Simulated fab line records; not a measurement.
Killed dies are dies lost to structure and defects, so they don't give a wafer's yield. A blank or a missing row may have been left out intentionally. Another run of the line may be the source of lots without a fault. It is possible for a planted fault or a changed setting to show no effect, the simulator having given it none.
A lot that was struck, set against a sound lot | flow sky130 | 36 out of 708 route steps
Sound: wafers L866.2, L866.3, L866.5. Wafers struck: L875.2, L875.3, L875.4. At the end, the cause is stated.
For every step that has rows: the tool of each side, followed by ch and its chambers, followed by its first start. Under that, the readings that differ: sound wafers | struck wafers | difference of the means | sigmas: that difference in standard deviations of wafers without a fault.
alike: readings whose means differ by less than 2 such deviations, and words and numbers that are the same on both sides. not compared: withheld readings, readings that some wafer has no value for, bounds like >300 that may hide the same value, and numbers for which the record gives no deviation and whose values overlap.
The two part at a step that has a row with sigmas, a row that says differs or no value, or rows on one side only. Numbers that have no deviation but don't overlap get no sigmas and don't part them. A reading missing from all wafers of one side parts the sides only when that side holds two or more wafers.

first, 10 steps without rows for these wafers: SKY_POLY_CUT_ETCH_10 (etches BARC in N2/H2, stops on SiO2, time 45.9 s, target depth 60 nm); SKY_POLY_CUT_ETCH_11 (etches Si3N4 in CF4/CH2F2/Ar, stops on poly-Si, time 42.5 s, target depth 60 nm); SKY_POLY_CUT_STRIP_12 (strips in O2/N2); SKY_SD_P_DEHYDRATE_00 (time 60 s); SKY_SD_P_HMDS_01 (prime time 60 s); SKY_SD_P_COAT_02 (resist thk 1140 nm); SKY_SD_P_SOFTBAKE_03 (time 60 s); SKY_SD_P_EXPOSE_04 (exposes mask PSDM, target cd 380 nm); SKY_SD_P_PEB_05; SKY_SD_P_DEVELOP_06 (develop time 60 s).
SKY_SD_P_IMPLANT_09:
  sound on implanter-04 ch 0, day 29 02:05; struck on implanter-04 ch 0, day 32 00:58
  reading                   | sound                | struck               | difference | sigmas
  beam-energy-keV           | 19.989 20.002 20.002 | 12.465 12.469 12.462 | -7.532     | -99 or more
  model.implant.rp-nm (nm)  | 17.19 17.19 17.19    | 11.86 11.86 11.86    | -5.33      |
  model.implant.drp-nm (nm) | 9.746 9.746 9.746    | 6.991 6.991 6.991    | -2.755     |
  alike: end-station-pressure-torr, faraday-current-uA
SKY_SD_P_STRIP_10: strips in O2/N2.
  sound on plasma-asher-01 ch 0,1, day 29 02:13; struck on plasma-asher-02 ch 0,1, day 32 01:06
  reading                      | sound             | struck            | difference | sigmas
  oes-product-au (a.u.)        | 0.611 0.617 0.620 | 0.651 0.642 0.650 | +0.032     | +8
  strip-time-to-endpoint-s (s) | 17.49 17.49 17.47 | 16.31 16.36 16.30 | -1.16      | -28
  alike: drypump-motor-current-A
  not compared: rf-hours-counter-h
SKY_SD_P_TW_MEAS_11:
  sound on film-metro-04 at day 29 02:19; struck on film-metro-03 at day 32 01:13
  reading | sound          | struck         | difference | sigmas
  SD_P_TW | 2817 2836 2835 | 2496 2479 2496 | -339       | -15
then, 21 steps without rows for these wafers: SKY_RES_XHIGH_DEHYDRATE_00 (time 60 s); SKY_RES_XHIGH_HMDS_01 (prime time 60 s); SKY_RES_XHIGH_COAT_02 (resist thk 1140 nm); SKY_RES_XHIGH_SOFTBAKE_03 (time 60 s); SKY_RES_XHIGH_EXPOSE_04 (exposes mask URPM, target cd 1270 nm); SKY_RES_XHIGH_PEB_05; SKY_RES_XHIGH_DEVELOP_06 (develop time 60 s); SKY_RES_XHIGH_IMPLANT_07; SKY_RES_XHIGH_STRIP_08 (strips in O2/N2); SKY_SD_N_DEHYDRATE_00 (time 60 s); SKY_SD_N_HMDS_01 (prime time 60 s); SKY_SD_N_COAT_02 (resist thk 1140 nm); SKY_SD_N_SOFTBAKE_03 (time 60 s); SKY_SD_N_EXPOSE_04 (exposes mask NSDM, target cd 380 nm); SKY_SD_N_PEB_05; SKY_SD_N_DEVELOP_06 (develop time 60 s); SKY_SD_N_IMPLANT_09; SKY_SD_N_IMPLANT_10; SKY_SD_N_STRIP_11 (strips in O2/N2); SKY_SD_N_CLEAN_13 (cleans in SC1/SC2, time 150 s); SKY_SD_N_RTA_14 (time 2 s).
-- the record jumps here: 2 days lie between the struck wafers' starts before and after --
SKY_SD_N_RS_MEAS_17: the measuring method here is four-point-probe.
  sound on film-metro-04 at day 31 09:55; struck on film-metro-02 at day 34 07:37
  reading          | sound             | struck            | difference | sigmas
  SD_P_RS (ohm/sq) | 146.7 146.4 146.4 | 178.1 177.8 178.5 | +31.6      | +69
-- record jumps: 16 days separate the struck wafers' starts on either side; left off in module SD_N, taken up again in module PAD_OPEN, whose first shown step is the route's number 708 --
SKY_PAD_OPEN_PROBE_99:
  sound on prober-02 at day 48 15:10; struck on prober-02 at day 50 12:01
  reading                               | sound             | struck            | difference | sigmas
  killed_at_M4_up                       | 4 2 9             | 1 2 0             | -4         | -2
  model.etest.res-pdiff.line-ohm-um     | 1394 1387 1374    | 1604 1606 1644    | +233       |
  model.etest.pfet_01v8.r-on-ohm-um     | 2784 2768 2848    | 3080 3210 3093    | +328       |
  model.etest.res-pdiff-hv.rs-ohm-sq    | 194.5 192.9 193.6 | 245.8 248.5 243.7 | +52.3      |
  model.etest.res-pdiff.rs-ohm-sq       | 198 198 198.1     | 237.2 234.4 237.6 | +38.4      |
  model.etest.licon-pdiff.rc-ohm        | 597.1 584.9 575.3 | 651.4 636.7 599.8 | +43.5      |
  model.etest.pfet_01v8.drive-ua-um     | 203.1 201.8 196.7 | 179.3 171 180.5   | -23.6      |
  model.etest.pfet_01v8_hvt.drive-ua-um | 152.1 152.4 148.5 | 132.6 125.5 133.1 | -20.6      |
  alike: killed_at_M0_to_M3, killed-at-contacts, killed-at-front-end, killed-at-other, killed-dies, killed-open, killed-short
  not compared: model.etest.pfet-g5v0d10v5.r-on-ohm-um

## WHERE THEY PART
First at SKY_SD_P_IMPLANT_09; last, within this record, at SKY_PAD_OPEN_PROBE_99.

WHY: the cause the simulator had injected
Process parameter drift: implanter-04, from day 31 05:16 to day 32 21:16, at SKY_SD_P_IMPLANT_09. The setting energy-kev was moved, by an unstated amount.
